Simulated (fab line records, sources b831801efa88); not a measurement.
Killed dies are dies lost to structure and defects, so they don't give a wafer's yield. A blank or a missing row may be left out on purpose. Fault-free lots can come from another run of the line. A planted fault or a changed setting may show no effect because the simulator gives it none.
fab line records	flow sky130
[record] lots = 6	wafers = 14	last-day = 50
route steps=708 shown CONTACT@422 METAL1@434 VIA1@458 PAD_OPEN@708
lots that met no fault: taken from a fault-free run of the same line
start-h: hours from the record's opening day to when the first of the lot's shown wafers began	wait-h: time in hours since the lot's previous step	" repeats the value in the row above	L1.1+2: a single row standing in for several wafers	- either no value or no given start	* or withheld: withheld	< > ~ a bound
route shown NAME@n: names a module that has steps shown in the file, with the first one's number in the route	usual: mean/standard deviation of fault-free wafers	same: alike in all rows	chamber/n: place in a boat	sites: the reading at each site	_std_site: standard deviation across them	_edge_site: outer sites' mean less inner sites'	radius-mm: how far each site lies from the wafer's centre	mask NAME#n: copy n	behind: the most recent tool/chamber to have shaped the wafer	hold: the reason the lot was held/the length of the hold in hours/how it ended	device: the n, p or np transistor that did not switch	end of line: tests run on the same wafers once the route is complete	a step with no rows: only its recipe	killed: not the wafer's yield, but the dies lost to structure and defects at the first sort	map: a wafer's dies, marking killed ones x, the rest . and places with no die _
set.NAME: setting as actually run; set.NAME@STEP: the setting as run at that earlier step	model.NAME: the simulator's own value behind a step, which no gauge read
lots seen at some steps along the route; tables by step, rows by wafer
services: a tool's chamber out of use, with start hour (start-h, from the record's first day; less than 0 if before it), hours out, and reason
[[steps]]
[step SKY_CONTACT_ETCH_16]
[recipe] chemistry = N2/H2	target = BARC	ion-energy-ev = 200	source-w = 500	bias-w = 100	pressure-mtorr = 30	n2-flow-sccm = 100	h2-flow-sccm = 200	stop-on = SiO2	time-s = 45.9	target-depth-a = 600
[step SKY_CONTACT_ETCH_17]
[recipe] target = SiO2	chemistry = C4F8/O2/Ar	stop-on = Si3N4	mask-material = KrF-thick	source-w = 1500	bias-w = 1200	pressure-mtorr = 40	c4f8-flow-sccm = withheld	O2_flow_sccm = 6	Ar_flow_sccm = 300	time-s = withheld	target-depth-a = 3400
[usual] bias-w = 1200/3.5	oes-product-au = 0.892/0.0047
lot.wafer	tool	chamber	start-h	wait-h	bias-w	oes-product-au
L695.1	rie-diel-03	2	808.63	0.0	1206	0.892
L695.3	"	0	"	"	1198	0.896
L695.5	"	2	"	"	1203	0.903
L697.1	rie-diel-02	3	823.68	0.0	1197	0.896
L697.2	"	0	"	"	1198	0.897
L697.4	"	2	"	"	1202	0.892
L703.1	rie-diel-03	2	842.43	0.0	1199	0.893
L703.4	"	1	"	"	1203	0.898
L703.5	"	2	"	"	1199	0.903
L704.1	rie-diel-04	1	866.83	0.0	1204	0.888
L704.2	"	2	"	"	1199	0.892
L704.4	"	3	"	"	1201	0.885
L712.4	rie-diel-04	2	908.95	0.0	1192	0.885
L713.3	rie-diel-02	3	910.23	0.0	1205	0.894
[step SKY_CONTACT_ETCH_18]
[recipe] target = Si3N4	chemistry = CHF3/O2	stop-on = TiN	source-w = 600	bias-w = 200	pressure-mtorr = 40	chf3-flow-sccm = 50	O2_flow_sccm = 5	time-s = 39	target-depth-a = 750
[step SKY_CONTACT_STRIP_19]
[recipe] chemistry = O2/N2	power-w = 1400	pressure-mtorr = 1500	platen-temp-c = withheld	o2-flow-sccm = 3000	n2-flow-sccm = 300	overash-fraction = 0.5
[usual] drypump-motor-current-A = 5.8/0.31	n2-flow-sccm = 300.1/0.85	oes-product-au = 0.380/0.0042	strip-time-to-endpoint-s = 3.602/0.024
lot.wafer	tool	chamber	start-h	wait-h	drypump-motor-current-A	n2-flow-sccm	oes-product-au	rf-hours-counter-h	strip-time-to-endpoint-s
L695.1	plasma-asher-02	1	808.72	-	5.7	300.9	0.376	7	3.567
L695.3	"	0	"	"	5.9	299.5	0.380	-	3.553
L695.5	"	1	"	"	5.7	301.6	0.386	-	3.557
L697.1	plasma-asher-01	1	823.77	-	5.8	300.8	0.384	97	3.553
L697.2	"	0	"	"	6.3	300.6	0.381	97	3.604
L697.4	"	0	"	"	6.3	300.2	0.383	-	3.603
L703.1	plasma-asher-04	0	842.52	-	5.7	300.1	0.382	71	3.602
L703.4	"	0	"	"	5.7	299.4	0.386	-	3.557
L703.5	"	1	"	"	5.3	298.2	0.380	-	3.589
L704.1	plasma-asher-01	0	866.92	-	6.3	299.9	0.379	104	3.628
L704.2	"	1	"	"	5.8	301.4	0.380	104	3.584
L704.4	"	1	"	"	5.8	301.7	0.376	-	3.613
L712.4	plasma-asher-01	0	909.07	-	6.3	299.8	0.379	-	3.593
L713.3	plasma-asher-04	0	910.35	-	5.7	300.2	0.376	-	3.597
[step SKY_CONTACT_STRIP_20]
[recipe] chemistry = post-etch-residue-remover	time-s = 1200	temp-c = 72.5
[step SKY_CONTACT_CLEAN_21]
[recipe] chemistry = IPA	time-s = 180	temp-c = 25
[step SKY_CONTACT_CLEAN_22]
[recipe] chemistry = O3/DIW	dry = n2-spin
[step SKY_CONTACT_SPUTTER_23]
[recipe] material = TiN	target-thk-nm = 20	chamber-pressure-pa = 5	power-w = 4000	time-s = 80
[step SKY_CONTACT_CVD_24]
[recipe] material = W	target-thk-nm = 340	time-s = 102.12	temp-c = 400	pressure-torr = 40
[usual] heater-power-w = 817/34	susceptor-temp-C = 400.02/0.23
lot.wafer	tool	chamber	start-h	wait-h	heater-power-w	susceptor-temp-C
L695.1	cvd-w-01	0	809.39	0.0	779	400.15
L695.3	"	0	"	"	768	400.07
L695.5	"	1	"	"	823	399.43
L697.1	cvd-w-02	1	824.46	0.0	813	399.73
L697.2	"	0	"	"	839	399.98
L697.4	"	0	"	"	849	400.25
L703.1	cvd-w-01	0	843.18	0.0	776	400.02
L703.4	"	0	"	"	771	399.82
L703.5	"	0	"	"	771	399.97
L704.1	cvd-w-01	1	867.62	0.0	861	400.25
L704.2	"	0	"	"	774	400.33
L704.4	"	1	"	"	841	399.79
L712.4	cvd-w-01	1	909.76	0.1	834	399.67
L713.3	cvd-w-01	1	911.02	0.1	823	400.21
[step SKY_CONTACT_RS_MEAS_25]
[recipe] thk-meas-gauge = four-point-probe	reads = W_of_CONTACT_CVD_24+TiN_of_CONTACT_SPUTTER_23
[usual] CONTACT_W_RS = 0.337/0.0044
lot.wafer	tool	chamber	start-h	wait-h	CONTACT_W_RS[ohm/sq]
L695.1	film-metro-04	-	809.50	0.1	0.339
L695.3	"	-	"	"	0.338
L695.5	"	-	"	"	0.344
L697.1	film-metro-02	-	824.57	0.1	0.335
L697.2	"	-	"	"	0.331
L697.4	"	-	"	"	0.331
L703.1	film-metro-02	-	843.29	0.1	0.342
L703.4	"	-	"	"	0.343
L703.5	"	-	"	"	0.344
L704.1	film-metro-02	-	867.73	0.1	0.340
L704.2	"	-	"	"	0.342
L704.4	"	-	"	"	0.342
L712.4	film-metro-04	-	909.89	0.1	0.339
L713.3	film-metro-01	-	911.14	0.1	0.341
[step SKY_CONTACT_THK_MEAS_26]
[recipe] thk-meas-gauge = xrf	reads = W_of_CONTACT_CVD_24
[usual] CONTACT_W_THK = 351/9
lot.wafer	tool	chamber	start-h	wait-h	CONTACT_W_THK[nm]
L695.1	film-metro-04	-	809.62	0.1	347
L695.3	"	-	"	"	348
L695.5	"	-	"	"	341
L697.1	film-metro-02	-	824.69	0.1	346
L697.2	"	-	"	"	350
L697.4	"	-	"	"	350
L703.1	film-metro-02	-	843.41	0.1	338
L703.4	"	-	"	"	334
L703.5	"	-	"	"	336
L704.1	film-metro-02	-	867.85	0.1	338
L704.2	"	-	"	"	340
L704.4	"	-	"	"	338
L712.4	film-metro-04	-	909.98	0.1	351
L713.3	film-metro-01	-	911.24	0.1	354
[step SKY_CONTACT_CMP_27]
[recipe] stop-on = SiO2	t-overpolish-s = 15	down-force-psi = 3.5	platen-rpm = 60	target-thk-nm = 0	pad-velocity-m-s = 0.94248
[step SKY_METAL1_SPUTTER_00]
[recipe] material = Ti	target-thk-nm = 15	power-w = 3000	time-s = 10	chamber-pressure-pa = 0.4
[usual] throttle-valve-pct = 30.1/1.4
lot.wafer	tool	chamber	start-h	wait-h	throttle-valve-pct
L695.1	pvd-sputter-01	-	809.98	0.2	30.3
L695.3	"	-	"	"	28.2
L695.5	"	-	"	"	29.9
L697.1	pvd-sputter-04	-	825.05	0.1	31.4
L697.2	"	-	"	"	29.0
L697.4	"	-	"	"	32.9
L703.1	pvd-sputter-01	-	843.77	0.2	30.0
L703.4	"	-	"	"	28.3
L703.5	"	-	"	"	30.0
L704.1	pvd-sputter-04	-	868.21	0.2	29.0
L704.2	"	-	"	"	32.7
L704.4	"	-	"	"	31.3
L712.4	pvd-sputter-04	-	910.31	0.2	32.5
L713.3	pvd-sputter-04	-	912.38	0.1	33.0
[step SKY_METAL1_SPUTTER_01]
[recipe] material = TiN	target-thk-nm = 20	power-w = 6500	time-s = 16.7	chamber-pressure-pa = 0.4
[step SKY_METAL1_SPUTTER_02]
[recipe] material = AlCu	target-thk-nm = 250	power-w = 10600	time-s = 13.3	chamber-pressure-pa = 0.4
[step SKY_METAL1_SPUTTER_03]
[recipe] material = Ti	target-thk-nm = 5	power-w = 3000	time-s = 3.3	chamber-pressure-pa = 0.4
[step SKY_METAL1_SPUTTER_04]
[recipe] material = TiN	target-thk-nm = 70	power-w = 6500	time-s = 58.3	chamber-pressure-pa = 0.4
[step SKY_METAL1_RS_MEAS_05]
[recipe] thk-meas-gauge = four-point-probe	reads = TiN_of_METAL1_SPUTTER_04+Ti_of_METAL1_SPUTTER_03+AlCu_of_METAL1_SPUTTER_02+TiN_of_METAL1_SPUTTER_01+Ti_of_METAL1_SPUTTER_00
[usual] METAL1_ALCU_RS = 0.1269/0.0016
lot.wafer	tool	chamber	start-h	wait-h	METAL1_ALCU_RS[ohm/sq]
L695.1	film-metro-03	-	810.12	0.0	0.1262
L695.3	"	-	"	"	0.1281
L695.5	"	-	"	"	0.1269
L697.1	film-metro-01	-	825.19	0.0	0.1282
L697.2	"	-	"	"	0.1275
L697.4	"	-	"	"	0.1249
L703.1	film-metro-01	-	843.91	0.0	0.1268
L703.4	"	-	"	"	0.1267
L703.5	"	-	"	"	0.1268
L704.1	film-metro-03	-	868.35	0.0	0.1246
L704.2	"	-	"	"	0.1250
L704.4	"	-	"	"	0.1259
L712.4	film-metro-01	-	910.51	0.1	0.1274
L713.3	film-metro-01	-	912.56	0.1	0.1233
[step SKY_METAL1_THK_MEAS_06]
[recipe] thk-meas-gauge = xrf	reads = AlCu_of_METAL1_SPUTTER_02
[usual] METAL1_ALCU_THK = 252/3.4
lot.wafer	tool	chamber	start-h	wait-h	METAL1_ALCU_THK[nm]
L695.1	film-metro-03	-	810.24	0.1	255
L695.3	"	-	"	"	250
L695.5	"	-	"	"	253
L697.1	film-metro-01	-	825.31	0.1	250
L697.2	"	-	"	"	254
L697.4	"	-	"	"	259
L703.1	film-metro-01	-	844.03	0.1	255
L703.4	"	-	"	"	253
L703.5	"	-	"	"	252
L704.1	film-metro-03	-	868.47	0.1	257
L704.2	"	-	"	"	255
L704.4	"	-	"	"	253
L712.4	film-metro-01	-	910.60	0.1	251
L713.3	film-metro-01	-	912.66	0.1	260
[step SKY_METAL1_DEHYDRATE_07]
[recipe] temp-c = 200	time-s = 60
[step SKY_METAL1_HMDS_08]
[recipe] prime-time-s = 60	prime-temp-c = 120
[step SKY_METAL1_COAT_09]
[recipe] resist = BARC	temp-c = withheld	time-s = withheld	spin-rpm = 3000	resist-thk-nm = 60
[step SKY_METAL1_COAT_10]
[recipe] resist = KrF-thick	spin-rpm = 3000	resist-thk-nm = 450
[step SKY_METAL1_SOFTBAKE_11]
[recipe] temp-c = 100	time-s = 90	resist = KrF-thick
[step SKY_METAL1_EXPOSE_12]
[recipe] mask-id = MM1	na = 0.8	source-shape = annular	sigma-inner = 0.55	sigma-outer = 0.85	target-cd-nm = 140	dose-mj = 28
[step SKY_METAL1_PEB_13]
[recipe] peb-temp-c = withheld	peb-time-s = withheld	resist = KrF-thick
[step SKY_METAL1_DEVELOP_14]
[recipe] develop-time-s = 60	resist = KrF-thick	dev-temp-c = 21
[step SKY_METAL1_CD_MEAS_15]
[recipe] target-cd-nm = 140
[usual] cd-nm = 140.3/1.8
lot.wafer	tool	chamber	start-h	wait-h	cd-nm
L695.1	cd-sem-01	-	836.92	-	139.7
L695.3	"	-	"	"	140.8
L695.5	"	-	"	"	141.9
L697.1	cd-sem-01	-	852.38	-	138.3
L697.2	"	-	"	"	136.9
L697.4	"	-	"	"	137.6
L703.1	cd-sem-02	-	870.23	-	140.9
L703.4	"	-	"	"	142.1
L703.5	"	-	"	"	141.7
L704.1	cd-sem-01	-	893.82	-	142.2
L704.2	"	-	"	"	141.6
L704.4	"	-	"	"	143.3
L712.4	cd-sem-01	-	936.23	-	138.2
L713.3	cd-sem-01	-	938.87	-	140.4
[step SKY_METAL1_OVL_MEAS_16]
[usual] METAL1_OVL = -1/5.4
lot.wafer	tool	chamber	start-h	wait-h	METAL1_OVL[nm]
L695.1	overlay-02	-	837.04	0.1	3
L695.3	"	-	"	"	8
L695.5	"	-	"	"	-6
L697.1	overlay-01	-	852.50	0.1	-2
L697.2	"	-	"	"	-4
L697.4	"	-	"	"	-5
L703.1	overlay-02	-	870.35	0.1	11
L703.4	"	-	"	"	3
L703.5	"	-	"	"	9
L704.1	overlay-02	-	893.94	0.1	-2
L704.2	"	-	"	"	-3
L704.4	"	-	"	"	2
L712.4	overlay-02	-	936.31	0.1	-5
L713.3	overlay-01	-	938.96	0.1	0
[step SKY_METAL1_DESCUM_17]
[recipe] chemistry = O2	source-power-w = 150	bias-power-w = 0	pressure-mtorr = 10	temp-c = 40	time-s = 8
[step SKY_METAL1_ETCH_18]
[recipe] chemistry = N2/H2	target = BARC	ion-energy-ev = 200	bias-w = 100	pressure-mtorr = 30	n2-flow-sccm = 100	h2-flow-sccm = 200	icp-w = 500	stop-on = SiO2	time-s = 45.9	target-depth-a = 600
[step SKY_METAL1_METAL_ETCH_19]
[recipe] target-depth-a = 3600	stop-on = SiO2	over-etch-frac = 0.3	time-s = 78	chemistry = Cl2/BCl3	resist-sidewall-deg = 88	pressure-mtorr = 10	icp-w = 900	bias-w = 48.5	Cl2_flow_sccm = 60	bcl3-flow-sccm = 30
[step SKY_METAL1_STRIP_20]
[recipe] chemistry = O2/N2	power-w = 1400	pressure-mtorr = 1500	platen-temp-c = withheld	o2-flow-sccm = 3000	n2-flow-sccm = 300	overash-fraction = 0.5
[usual] drypump-motor-current-A = 5.60/0.22	n2-flow-sccm = 300.1/0.87	oes-product-au = 0.342/0.0054	strip-time-to-endpoint-s = 2.69/0.051
lot.wafer	tool	chamber	start-h	wait-h	drypump-motor-current-A	n2-flow-sccm	oes-product-au	rf-hours-counter-h	strip-time-to-endpoint-s
L695.1	plasma-asher-03	0	837.45	0.1	5.41	300.0	0.331	41	2.64
L695.3	"	0	"	"	5.40	298.3	0.334	-	2.62
L695.5	"	1	"	"	5.88	298.5	0.336	-	2.62
L697.1	plasma-asher-04	0	852.72	0.1	5.70	300.3	0.348	73	2.70
L697.2	"	1	"	"	5.32	300.1	0.338	73	2.68
L697.4	"	1	"	"	5.33	300.9	0.340	-	2.71
L703.1	plasma-asher-02	0	870.57	0.1	5.89	299.6	0.339	10	2.71
L703.4	"	1	"	"	5.72	300.3	0.348	-	2.74
L703.5	"	0	"	"	5.89	299.6	0.335	-	2.73
L704.1	plasma-asher-02	1	894.16	0.1	5.74	300.3	0.340	12	2.67
L704.2	"	0	"	"	5.89	298.6	0.342	12	2.72
L704.4	"	0	"	"	5.89	300.7	0.340	-	2.73
L712.4	plasma-asher-02	0	936.55	0.1	5.92	300.5	0.340	-	2.62
L713.3	plasma-asher-03	0	939.20	0.1	5.45	300.3	0.345	-	2.72
[step SKY_METAL1_STRIP_21]
[recipe] chemistry = post-etch-residue-remover	time-s = 1200	temp-c = 72.5
[step SKY_METAL1_CLEAN_22]
[recipe] chemistry = IPA	time-s = 180	temp-c = 25
[step SKY_METAL1_CLEAN_23]
[recipe] chemistry = O3/DIW	dry = n2-spin
[step SKY_VIA1_HDPCVD_00]
[recipe] material = SiO2	target-thk-nm = 1030	sigma-open-frac = 0.3	time-s = 171.7	temp-c = 400	sih4-flow-sccm = 60	pressure-mtorr = 6
[step SKY_VIA1_THK_MEAS_01]
[recipe] reads = SiO2_of_VIA1_HDPCVD_00
[usual] VIA1_HDPCVD_THK = 1031/10
lot.wafer	tool	chamber	start-h	wait-h	VIA1_HDPCVD_THK[nm]
L695.1	film-metro-03	-	838.16	0.1	1036
L695.3	"	-	"	"	1023
L695.5	"	-	"	"	1019
L697.1	film-metro-03	-	853.46	0.1	1040
L697.2	"	-	"	"	1036
L697.4	"	-	"	"	1039
L703.1	film-metro-02	-	871.37	0.1	1043
L703.4	"	-	"	"	1027
L703.5	"	-	"	"	1049
L704.1	film-metro-02	-	894.94	0.1	1039
L704.2	"	-	"	"	1026
L704.4	"	-	"	"	1016
L712.4	film-metro-02	-	937.30	0.1	1029
L713.3	film-metro-03	-	939.90	0.1	1029
[step SKY_VIA1_CMP_02]
[recipe] material = SiO2	down-force-psi = 4	platen-rpm = 60	pad-velocity-m-s = 0.94248
[usual] motor-current-A = 12.5/1.3	retaining-ring-pressure-frac = 1.000/0.0049
lot.wafer	tool	chamber	start-h	wait-h	motor-current-A	retaining-ring-pressure-frac
L695.1	cmp-01	1	838.27	0.1	13.0	0.999
L695.3	"	3	"	"	10.1	0.999
L695.5	"	1	"	"	12.9	1.007
L697.4	cmp-01	1	853.68	0.2	13.2	1.000
L697.1	"	2	"	"	13.4	0.997
L697.2	"	0	"	"	10.3	1.004
L703.4	cmp-01	0	871.53	0.1	9.9	0.989
L703.1	"	1	"	"	12.6	1.001
L703.5	"	2	"	"	13.6	0.993
L704.2	cmp-02	1	895.05	0.1	14.3	0.994
L704.1	"	2	"	"	12.8	1.011
L704.4	"	3	"	"	13.1	0.994
L712.4	cmp-02	1	937.33	0.0	13.7	1.001
L713.3	cmp-02	3	940.04	0.1	13.8	1.004
[step SKY_VIA1_BOW_MEAS_03]
[recipe] mode = bow
[usual] VIA1_BOW = 80/6.8
lot.wafer	tool	chamber	start-h	wait-h	VIA1_BOW[um]
L695.1	film-metro-03	-	838.52	0.2	85
L695.3	"	-	"	"	96
L695.5	"	-	"	"	83
L697.1	film-metro-02	-	853.98	0.2	85
L697.2	"	-	"	"	89
L697.4	"	-	"	"	84
L703.1	film-metro-03	-	871.73	0.1	81
L703.4	"	-	"	"	73
L703.5	"	-	"	"	73
L704.1	film-metro-04	-	895.30	0.1	81
L704.2	"	-	"	"	78
L704.4	"	-	"	"	83
L712.4	film-metro-03	-	937.69	0.3	77
L713.3	film-metro-04	-	940.28	0.2	79
[step SKY_VIA1_DEHYDRATE_04]
[recipe] temp-c = 200	time-s = 60
[step SKY_VIA1_HMDS_05]
[recipe] prime-time-s = 60	prime-temp-c = 120
[step SKY_PAD_OPEN_PROBE_99]
[usual] killed_at_M0_to_M3 = 42/6.2	killed_at_M4_up = 3.0/1.8	killed-at-contacts = 25/5.9	killed-at-front-end = 15/4.5	killed-at-other = 0.2/0.45	killed-dies = 85/9.9	killed-on-rim = 17/3.5	killed-open = 47/6.7	killed-short = 39/6.4
[same] gross-dies = 492	killed-at-back-side = 0
lot.wafer	tool	chamber	start-h	wait-h	killed_at_M0_to_M3	killed_at_M4_up	killed-at-contacts	killed-at-front-end	killed-at-other	killed-dies	killed-on-rim	killed-open	killed-short
L695.1	prober-01	-	1133.40	0.1	39	3	16	12	0	70	18	34	36
L695.3	prober-01	-	1133.50	0.2	41	1	26	10	0	78	17	42	36
L695.5	prober-01	-	1133.60	0.2	38	2	20	19	0	79	12	43	36
L697.1	prober-02	-	1145.44	0.1	44	5	30	13	0	92	17	53	39
L697.2	prober-02	-	1145.49	0.1	43	3	20	15	1	82	17	54	28
L697.4	prober-02	-	1145.59	0.2	41	4	23	14	0	82	19	44	38
L703.1	prober-01	-	1157.35	0.1	45	1	22	12	2	82	14	50	32
L703.4	prober-01	-	1157.50	0.2	38	4	18	12	0	72	11	37	35
L703.5	prober-01	-	1157.55	0.2	34	6	23	16	0	79	16	44	35
L704.1	prober-02	-	1176.78	0.1	43	1	28	13	0	85	18	42	43
L704.2	prober-02	-	1176.83	0.1	47	3	30	9	0	89	16	50	39
L704.4	prober-02	-	1176.93	0.2	33	4	25	7	0	69	14	43	26
L712.4	prober-02	-	1203.85	0.2	86	6	28	22	0	142	25	48	44
L713.3	prober-02	-	1207.25	0.2	98	4	19	9	0	130	26	37	32
// killed by level:class
L695.1 VIA1:geometric-particle:open=12 CONTACT:geometric-particle:open=7 METAL1:geometric-particle:short=7 METAL2:geometric-particle:short=7 LI_CONTACT:geometric-particle:open=5 FIELD_ISO:geometric-particle:short=4 POLY_GATE:geometric-particle:short=3 VIA1:geometric-particle:short=3
L695.3 CONTACT:geometric-particle:open=12 METAL1:geometric-particle:short=7 METAL2:geometric-particle:short=7 LI_CONTACT:geometric-particle:open=6 VIA1:geometric-particle:open=6 VIA1:geometric-particle:short=5 VIA2:geometric-particle:open=5 VIA3:geometric-particle:open=4
L695.5 VIA3:geometric-particle:open=10 LI_CONTACT:geometric-particle:open=7 CONTACT:geometric-particle:open=7 METAL2:geometric-particle:short=7 FIELD_ISO:geometric-particle:short=5 FIELD_ISO:geometric-particle:open=4 VIA2:geometric-particle:open=4 VIA2:geometric-particle:short=4
L697.1 VIA1:geometric-particle:open=21 CONTACT:geometric-particle:open=12 LI_CONTACT:geometric-particle:open=9 FIELD_ISO:geometric-particle:short=5 POLY_GATE:geometric-particle:short=5 CONTACT:geometric-particle:short=4 LI_CONTACT:geometric-particle:short=3 METAL1:geometric-particle:short=3
L697.2 VIA1:geometric-particle:open=10 LI_CONTACT:geometric-particle:open=8 CONTACT:geometric-particle:open=8 VIA2:geometric-particle:open=8 METAL2:geometric-particle:short=7 POLY_GATE:geometric-particle:open=5 VIA1:geometric-particle:short=5 FIELD_ISO:geometric-particle:open=3
L697.4 VIA1:geometric-particle:open=13 LI_CONTACT:geometric-particle:open=8 CONTACT:geometric-particle:short=7 METAL1:geometric-particle:short=5 CONTACT:geometric-particle:open=4 VIA1:geometric-particle:short=4 METAL2:geometric-particle:short=4 VIA3:geometric-particle:short=4
L703.1 CONTACT:geometric-particle:open=11 VIA2:geometric-particle:open=10 METAL2:geometric-particle:short=9 LI_CONTACT:geometric-particle:open=5 VIA1:geometric-particle:open=5 POLY_GATE:geometric-particle:open=4 VIA3:geometric-particle:open=4 VIA1:geometric-particle:short=4
L703.4 VIA1:geometric-particle:open=7 LI_CONTACT:geometric-particle:open=6 VIA3:geometric-particle:open=5 VIA1:geometric-particle:short=4 METAL2:geometric-particle:short=4 VIA2:geometric-particle:open=4 FIELD_ISO:geometric-particle:short=3 FIELD_ISO:geometric-particle:open=3
L703.5 VIA1:geometric-particle:open=9 CONTACT:geometric-particle:open=8 LI_CONTACT:geometric-particle:open=6 CONTACT:geometric-particle:short=6 VIA3:geometric-particle:open=5 METAL4:geometric-particle:short=5 POLY_GATE:geometric-particle:short=4 VIA2:geometric-particle:open=4
L704.1 VIA1:geometric-particle:open=9 METAL1:geometric-particle:short=8 LI_CONTACT:geometric-particle:open=7 VIA2:geometric-particle:open=6 LOCAL_INTERCONNECT:geometric-particle:short=6 CONTACT:geometric-particle:short=6 VIA3:geometric-particle:open=5 CONTACT:geometric-particle:open=5
L704.2 VIA2:geometric-particle:open=12 CONTACT:geometric-particle:open=12 LI_CONTACT:geometric-particle:open=7 CONTACT:geometric-particle:short=6 METAL2:geometric-particle:short=6 VIA3:geometric-particle:open=5 VIA2:geometric-particle:short=4 VIA1:geometric-particle:short=4
L704.4 CONTACT:geometric-particle:open=12 VIA1:geometric-particle:open=7 CONTACT:geometric-particle:short=5 VIA2:geometric-particle:open=5 LI_CONTACT:geometric-particle:open=4 VIA1:geometric-particle:short=4 VIA3:geometric-particle:short=4 VIA3:geometric-particle:open=4
L712.4 METAL1:unspecified=50 VIA1:geometric-particle:open=11 CONTACT:geometric-particle:open=10 VIA2:geometric-particle:open=9 LOCAL_INTERCONNECT:geometric-particle:short=6 CONTACT:geometric-particle:short=6 METAL4:geometric-particle:short=6 FIELD_ISO:geometric-particle:open=5
L713.3 METAL1:unspecified=61 VIA1:geometric-particle:open=10 CONTACT:geometric-particle:open=7 METAL2:geometric-particle:short=6 VIA2:geometric-particle:open=6 METAL1:geometric-particle:short=5 FIELD_ISO:geometric-particle:short=4 CONTACT:geometric-particle:short=4
// map L712.4 (x killed, . not)
__________.x...x.x.._________
________x............._______
______..............x..._____
_____.x..x....x...x......____
____.x..x..x.......x.x....___
___.x..x.x..x...xx..xx.x...__
__.........x.x......x..x...._
_...x.x..............x...xxx.
_..............x..........x..
_........x...x...x.x..x.x..x.
_x....x....x..x.xx..x..x.....
_..x.....x........x.xx..x....
_.x....x..x.x......xx.xxxx.x.
_.....xx....x.....x.xxxxxxxxx
_.x..x.x......x...xxxxxxxxxx.
__....x.....x....xxxxxxxxxxx_
___.......xx......xxxxxxxxx__
____.x...xx........xxxxxxx___
_____...x.....xx......xxx____
______..x...xx.........._____
________....x.x......x_______
__________x........x_________
// map L713.3 (x killed, . not)
__________..x......._________
________x.x.x....xxx.._______
______x.....x.....x....._____
_____.............x......____
____.....x.............x..___
___.......x...x..........x.__
__x...x...x.....x.x.......x._
_......x...................x.
_............xx..x......xx...
_..x......x..x..............x
_x........x...........x..x...
_....x....x.xx..x....xxxx.x.x
_................xxx.xxxxxxx.
_.......x...x.x..x..xxxxxxx.x
_...x..x.x.x......xxxxxxxxxx.
__.........x.....xxxxxxxxxxx_
___............x..xxxxxxxxx__
____.x...x.........xxxxxxx___
_____..xx............xxxx____
______.xx...x..x.x......_____
________.x.....x.xx..._______
__________.........._________
[[services]]
tool	chamber	start-h	hours	kind
cmp-02	-	784.72	1.5	repair
rie-diel-04	-	795.13	14.6	pm
rie-diel-03	0	796.75	4.4	repair
cvd-w-01	-	799.95	2.8	pm
plasma-asher-04	-	801.13	14.6	pm
rie-diel-04	-	814.80	0.6	repair
rie-diel-02	0	816.98	3.0	repair
pvd-sputter-01	-	819.52	3.0	repair
cmp-01	-	831.57	1.0	repair
plasma-asher-02	-	834.47	28.1	pm
plasma-asher-03	-	844.57	17.3	repair
cvd-w-01	0	851.44	5.0	repair
plasma-asher-03	-	853.13	0.9	repair
cmp-01	-	898.91	0.6	repair
cmp-01	-	899.61	5.9	pm
cvd-w-02	-	904.00	14.0	pm
plasma-asher-01	-	905.11	3.0	repair
cmp-01	-	913.77	4.0	pm
cmp-01	-	917.77	-	consumable-replace:conditioner
cmp-01	-	917.77	-	consumable-replace:pad
rie-diel-04	0	917.82	4.9	repair
rie-diel-02	-	926.02	0.2	repair
rie-diel-03	3	937.78	2.5	repair
cvd-w-02	1	938.39	9.0	repair
[[key]]
[first-sign] step = SKY_PAD_OPEN_PROBE_99	reading = killed_at_M0_to_M3	direction = up	sigmas = 8	usual = 42	struck = 92
[effect] step = SKY_PAD_OPEN_PROBE_99	reading = killed-dies	direction = up	sigmas = 5.1	usual = 85	struck = 136
met-at SKY_METAL1_SPUTTER_00
struck-wafers L712.4,L713.3
tester-left-out L712,L713
onset-between 868.21 910.31
also-fits time
[earlier-fault] kind = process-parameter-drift	tool = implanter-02	chamber = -	onset-h = 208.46	steps = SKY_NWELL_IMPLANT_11	channel = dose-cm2	offset = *	shape = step	end-h = 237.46	acts-in = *	stated = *
[fault] kind = chamber-particle-source	tool = pvd-sputter-04	chamber = -	onset-h = 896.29	steps = SKY_METAL1_SPUTTER_00	rate-per-visit-cm2 = 1.8782	scope = struck-wafers-only
// tester-left-out: of these lots the tester's yield and bins aren't shown, on N5 and GAA mostly nor the transistor test; their killed dies are dies lost to structure and defects alone, not to doping, threshold or leakage, so they don't give the yield
